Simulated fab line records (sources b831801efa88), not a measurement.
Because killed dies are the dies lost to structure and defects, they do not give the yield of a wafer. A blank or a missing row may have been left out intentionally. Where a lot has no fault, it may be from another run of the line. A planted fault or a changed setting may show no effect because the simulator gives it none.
The same fault as seen by 2 desks | flow gf180mcu | each desk holds nothing but its own numbers, with what lay behind them at the end

== TOOL OWNER'S DESK, litho-track-04 ==
The tool's own readings at GF_M5_PEB_05 (peb time 90 s): means of the sampled wafers that have a number, for each lot that ran on this tool. Marked OUT: a lot whose mean sits more than 4 standard deviations from the usual mean, which makes it out of limits; the brackets give that distance.
Columns: A = heater-power-total-W at GF_M5_PEB_05, usual 85.71 W; B = plate-temp-C at GF_M5_PEB_05, usual 135.01 C
lot  | first seen here | A                       | B
L880 | day 26 14:39    | 85.79                   | 134.98
L881 | day 26 17:04    | 85.71                   | 134.99
L882 | day 26 21:30    | 85.63                   | 135.15
L892 | day 30 06:53    | 97.78 (+99 or more) OUT | 149.63 (+99 or more) OUT
L893 | day 30 15:07    | 97.82 (+99 or more) OUT | 149.41 (+99 or more) OUT
This desk finds L892, L893 out of limits, L892 being first, at day 30 06:53 (heater-power-total-W at GF_M5_PEB_05). L880, L881, L882 stayed within limits.

== AT THE METROLOGY DESK ==
Lot by lot, what the gauges showed, no matter which tool ran the lot: averages of those sampled wafers that carry a number. Marked OUT: a lot whose mean sits more than 4 standard deviations from the usual mean, which makes it out of limits; the brackets give that distance.
Columns: A = cd-nm at GF_M4_CD_MEAS_14, usual 280.0 nm; B = cd-nm at GF_M5_CD_MEAS_07, usual 279.8 nm
lot  | first seen here | A     | B
L880 | day 23 19:07    | 281.4 | 279.4
L881 | day 23 22:16    | 278.6 | 281.3
L882 | day 24 02:23    | 280.3 | 279.7
L884 | day 25 01:07    | 280.1 | 279.7
L885 | day 25 09:19    | 280.1 | 279.2
L891 | day 27 12:55    | 280.5 | 280.9
L892 | day 27 18:19    | 279.2 | 260.3 (-16) OUT
L893 | day 28 03:02    | 278.4 | 257.6 (-19) OUT
L894 | day 28 11:59    | 278.4 | 279.5
L895 | day 28 20:02    | 278.8 | 279.0
L897 | day 29 06:04    | 281.6 | 279.4
L900 | day 29 22:20    | 281.2 | 278.6
This desk finds L892, L893 out of limits, L892 being first, at day 30 07:13 (cd-nm at GF_M5_CD_MEAS_07). L880, L881, L882, L884, L885, L891, L894, L895, L897, L900 stayed within limits.

== PUT TOGETHER ==
The tool owner's desk could have raised an alarm at day 30 06:53, on L892, L893.
An alarm was possible from the metrology desk at day 30 07:13, on L892, L893.
GF_M5_PEB_05 was run on litho-track-04 by each of the lots named.

== WHAT HAD BEEN PUT IN BY THE SIMULATOR ==
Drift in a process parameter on litho-track-04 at GF_M5_PEB_05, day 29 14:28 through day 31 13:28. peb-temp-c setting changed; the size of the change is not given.
Lots struck among those shown: L892, L893.
Delay (hours) between the fault's onset and each desk's first out-of-limits reading: 16 at the tool owner's desk, 17 at the metrology desk.
